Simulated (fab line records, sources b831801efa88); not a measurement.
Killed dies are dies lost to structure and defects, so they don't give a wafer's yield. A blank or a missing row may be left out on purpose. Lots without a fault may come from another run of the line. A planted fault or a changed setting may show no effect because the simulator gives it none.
Which tool did it? | flow sky130 | 14 lots, 42 wafers sampled, at 2 steps of a route of 708

WHAT THE GAUGES READ, wafer by wafer
SKY_VIA1_CD_MEAS_12: target cd 150 nm.
lot  | measured     | on        | cd_nm (nm)
L934 | day 34 09:10 | cd_sem-02 | 149.9 149.9 150.6
L933 | day 34 10:52 | cd_sem-02 | 151.8 151.2 152.8
L937 | day 35 07:44 | cd_sem-02 | 151.3 151.7 149.4
L938 | day 35 23:47 | cd_sem-02 | 150.2 151.4 151.2
L940 | day 36 05:23 | cd_sem-02 | 151.3 151.2 150.9
L939 | day 36 08:14 | cd_sem-02 | 150.5 150.2 151.7
L941 | day 36 13:31 | cd_sem-02 | 148.8 148.5 149.5
L942 | day 36 23:28 | cd_sem-01 | 148.1 149.5 148.4
L943 | day 37 05:31 | cd_sem-02 | 149.0 148.7 147.7
L945 | day 37 21:13 | cd_sem-02 | 147.1 149.6 147.5
L946 | day 38 05:43 | cd_sem-01 | 151.5 150.6 150.3
L949 | day 39 01:20 | cd_sem-02 | 150.8 149.7 148.5
L950 | day 39 07:12 | cd_sem-02 | 149.6 149.4 151.3
L956 | day 40 17:58 | cd_sem-01 | 149.7 149.9 148.8

WHICH TOOL RAN EACH LOT (tool, then ch and the chambers of the sampled wafers, then the start)
lot  | SKY_METAL1_STRIP_20
L934 | plasma_asher-02 ch 0,1, day 33 06:07
L933 | plasma_asher-02 ch 0,1, day 33 08:14
L937 | plasma_asher-04 ch 0,1, day 34 03:37
L938 | plasma_asher-02 ch 0, day 34 21:00
L940 | plasma_asher-03 ch 0,1, day 35 02:25
L939 | plasma_asher-02 ch 0,1, day 35 06:47
L941 | plasma_asher-02 ch 0,1, day 35 11:23
L942 | plasma_asher-04 ch 0,1, day 35 20:31
L943 | plasma_asher-02 ch 0,1, day 36 02:58
L945 | plasma_asher-03 ch 0,1, day 36 18:05
L946 | plasma_asher-02 ch 0,1, day 37 02:58
L949 | plasma_asher-02 ch 0,1, day 37 23:25
L950 | plasma_asher-02 ch 0,1, day 38 05:23
L956 | plasma_asher-04 ch 0,1, day 39 16:00
- SKY_METAL1_STRIP_20: strips in O2/N2.

WHAT THE TOOLS THEMSELVES READ (means of the sampled wafers that have a number; where no wafer has one, the mark that the record gives instead)
SKY_METAL1_STRIP_20.
lot  | tool            | drypump_motor_current_A (A) | o2_flow_sccm (sccm) | oes_product_au (a.u.) | strip_time_to_endpoint_s (s)
L934 | plasma_asher-02 | 6.1                         | 2996                | 0.342                 | 2.70
L933 | plasma_asher-02 | 6.1                         | 2995                | 0.351                 | 2.77
L937 | plasma_asher-04 | 6.0                         | 2999                | 0.346                 | 2.72
L938 | plasma_asher-02 | 6.4                         | 3007                | 0.344                 | 2.69
L940 | plasma_asher-03 | 6.0                         | 3010                | 0.343                 | 2.70
L939 | plasma_asher-02 | 5.8                         | 2984                | 0.346                 | 2.74
L941 | plasma_asher-02 | 6.1                         | 2994                | 0.338                 | 2.66
L942 | plasma_asher-04 | 6.0                         | 2996                | 0.339                 | 2.67
L943 | plasma_asher-02 | 6.1                         | 3003                | 0.343                 | 2.69
L945 | plasma_asher-03 | 6.0                         | 3005                | 0.351                 | 2.75
L946 | plasma_asher-02 | 5.8                         | 3005                | 0.340                 | 2.70
L949 | plasma_asher-02 | 6.1                         | 2998                | 0.345                 | 2.76
L950 | plasma_asher-02 | 5.8                         | 2994                | 0.342                 | 2.72
L956 | plasma_asher-04 | 6.0                         | 3012                | 0.343                 | 2.69

THE ANSWER, worked out from the rows above alone
Rule: what is usual is taken from the lots themselves. Put in order of their means at a reading, lots are off if they are a third of the lots or fewer, leave a main group of 4 or more, and stand apart from it by a gap of 3 or more times the standard deviation of the main group's means; of several such gaps the widest counts. A main group whose means are all the same, to the digits that the tables above print for the reading, isn't used. A lot without any number at a reading at which 4 lots or more have one is off too. The other lots that the step has rows for count as sound. The gauges are gone through in route order, then the tools' own readings, and for those a lot's mean is taken as printed above. The first step at which some lot is off is used, and at that step the reading that is off furthest; a lot without a number counts as furthest.
No lot is off at any reading shown: from this, nothing can be told.

WHAT THE SIMULATOR HAD PUT IN
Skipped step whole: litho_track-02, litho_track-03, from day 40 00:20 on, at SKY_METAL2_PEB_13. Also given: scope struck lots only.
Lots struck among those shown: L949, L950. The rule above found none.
